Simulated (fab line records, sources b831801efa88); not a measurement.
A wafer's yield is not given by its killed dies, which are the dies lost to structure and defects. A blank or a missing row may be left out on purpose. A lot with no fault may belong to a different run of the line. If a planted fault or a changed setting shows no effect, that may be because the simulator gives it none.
2 desks, one fault ; flow sfq line ; every desk sees just its own numbers, and what lay behind them comes last

== METROLOGY DESK ==
What the gauges read, lot by lot, whatever tool the lot ran on: means of the sampled wafers that have a number. The brackets show how far a lot's mean lies from the usual mean; more than 4 standard deviations puts the lot out of limits, marked OUT.
Columns: A = M7_NB_RS at SFQ_M7_RS_MEAS_943, usual 0.886 ohm/sq
lot;first seen here;A
L295;day 68 08:20;0.895
L296;day 68 15:32;0.887
L297;day 68 17:55;0.888
L301;day 72 20:25;0.882
L303;day 73 01:07;0.639 (-34) OUT
L304;day 73 08:49;0.815 (-9.8) OUT
L305;day 73 16:02;0.722 (-23) OUT
L310;day 76 16:17;0.889
L311;day 77 14:01;0.886
L313;day 79 13:42;0.891
L314;day 79 16:38;0.880
L315;day 79 19:40;0.881
L316;day 79 21:29;0.886
L317;day 79 22:38;0.890
L318;day 80 01:42;0.873
Per this desk, out of limits: L303, L304, L305; the first was L303, day 73 01:07 (M7_NB_RS at SFQ_M7_RS_MEAS_943). In limits: L295, L296, L297, L301, L310, L311, L313, L314, L315, L316, L317, L318.

== AT THE TOOL OWNER'S DESK: pvd sputter-05 ==
The tool's own readings at SFQ_TRILAYER_M7_DEP_SPUTTER_175 (material Nb, target thk 200 nm, time 133.3 s): means of the sampled wafers that have a number, for each lot that ran on this tool. The brackets show how far a lot's mean lies from the usual mean; more than 4 standard deviations puts the lot out of limits, marked OUT.
Columns: A = throttle valve pct at SFQ_TRILAYER_M7_DEP_SPUTTER_175, usual 30.0 %
lot;first seen here;A
L295;day 68 08:13;31.5
L303;day 73 01:02;29.2
L304;day 73 08:40;30.0
L305;day 73 15:56;31.0
L313;day 79 13:33;30.3
L316;day 79 21:21;30.5
This desk's finding: nothing out of limits on any of the 6 lots.

== PUT TOGETHER ==
Metrology desk: alarm possible at day 73 01:07 on L303, L304, L305.
The tool owner's desk saw nothing out of limits.
The tool owner's desk has L303, L304, L305 on record, within its limits.
SFQ_TRILAYER_M7_DEP_SPUTTER_175 was run on pvd sputter-05 by each of the lots named.

== WHAT THE SIMULATOR PUT IN ==
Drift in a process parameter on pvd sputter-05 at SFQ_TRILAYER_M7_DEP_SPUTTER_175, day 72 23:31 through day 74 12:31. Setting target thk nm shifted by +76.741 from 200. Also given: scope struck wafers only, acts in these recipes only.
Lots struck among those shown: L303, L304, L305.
Time in hours between the start of the fault and the first out-of-limits reading at each desk: metrology desk, 2.
